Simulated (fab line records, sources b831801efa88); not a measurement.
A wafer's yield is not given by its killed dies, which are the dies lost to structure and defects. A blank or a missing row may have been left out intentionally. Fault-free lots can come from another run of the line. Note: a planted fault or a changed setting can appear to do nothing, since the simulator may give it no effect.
The same fault as seen by 2 desks ; flow sky130 ; only its own numbers are on each desk; what lay behind them is given at the end

== METROLOGY DESK ==
Means of the sampled wafers that have a number, per lot and without regard to the tool the lot ran on: this is what the gauges read. Any lot whose mean is over 4 standard deviations away from the usual mean is out of limits and marked OUT; that distance is given in the brackets.
Columns: A = cdNm at SKY_SD_P_CD_MEAS_07, usual 379.4 nm; B = SD_P_OVL at SKY_SD_P_OVL_MEAS_08, usual 0.7 nm; C = SD_N_RS at SKY_SD_N_RS_MEAS_16, usual 68.55 ohm/sq; D = SD_P_RS at SKY_SD_N_RS_MEAS_17, usual 147.0 ohm/sq; E = LI_CONTACT_BOW at SKY_LI_CONTACT_BOW_MEAS_03, usual 56 um
lot;first seen here;A;B;C;D;E
L682;day 26 07:50;379.9;-0.2;68.66;147.3;56
L685;day 27 19:41;382.6;0.8;68.53;146.9;59
L686;day 28 05:21;375.5;0.4;68.87;147.3;53
L687;day 28 09:11;378.3;-0.2;68.58;147.1;59
L689;day 29 00:44;375.9;0.6;68.57;147.1;50
L690;day 29 06:50;380.8;0.5;68.52;146.9;50
L691;day 29 16:05;380.3;1.4;68.39;146.5;59
L692;day 30 02:50;374.7;0.3;68.74;147.5;56
L693;day 30 14:41;384.3;0.0;68.75;148.0;49
L694;day 30 17:43;379.1;0.2;68.65;146.9;57
L701;day 33 02:53;379.9;-0.5;71.66 (+24) OUT;165.7 (+51) OUT;62
L702;day 33 10:41;377.1;1.7;71.74 (+25) OUT;165.8 (+51) OUT;60
L705;day 34 08:44;380.3;0.4;68.51;146.8;59
This desk finds L701, L702 out of limits, with the earliest case on L701 at day 35 12:50 (SD_N_RS at SKY_SD_N_RS_MEAS_16). L682, L685, L686, L687, L689, L690, L691, L692, L693, L694, L705: within limits.

== TOOL OWNER'S DESK, rtpAnneal-02 ==
At SKY_SD_N_RTA_14 (time 2 s), the tool's own readings, given per lot that ran on this tool as the mean of the sampled wafers with a number. Any lot whose mean is over 4 standard deviations away from the usual mean is out of limits and marked OUT; that distance is given in the brackets.
Columns: A = lampPowerPct at SKY_SD_N_RTA_14, usual 15.74 %; B = wafer_temp_C_max at SKY_SD_N_RTA_14, usual 1078.2
lot;first seen here;A;B
L682;day 28 18:13;15.72;1078.3
L686;day 30 15:28;15.80;1077.5
L690;day 31 17:13;15.80;1077.1
L692;day 32 11:52;15.78;1078.9
L694;day 33 03:22;15.74;1077.7
L701;day 35 12:40;15.02 (-14) OUT;1080.2
L702;day 35 20:10;14.99 (-14) OUT;1078.8
This desk finds L701, L702 out of limits, L701 being first, at day 35 12:40 (lampPowerPct at SKY_SD_N_RTA_14). L682, L686, L690, L692, L694: within limits.

== BROUGHT TOGETHER ==
The tool owner's desk could have raised an alarm at day 35 12:40, on L701, L702.
Metrology desk: alarm possible at day 35 12:50 on L701, L702.
Every lot named ran SKY_SD_N_RTA_14 on rtpAnneal-02.

== WHAT THE SIMULATOR PUT IN ==
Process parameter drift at SKY_SD_N_RTA_14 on rtpAnneal-02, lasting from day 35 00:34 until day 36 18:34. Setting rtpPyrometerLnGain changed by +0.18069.
Lots struck among those shown: L701, L702.
Counting hours from when the fault started, the first reading out of limits came at 12 for the tool owner's desk and at 12 for the metrology desk.
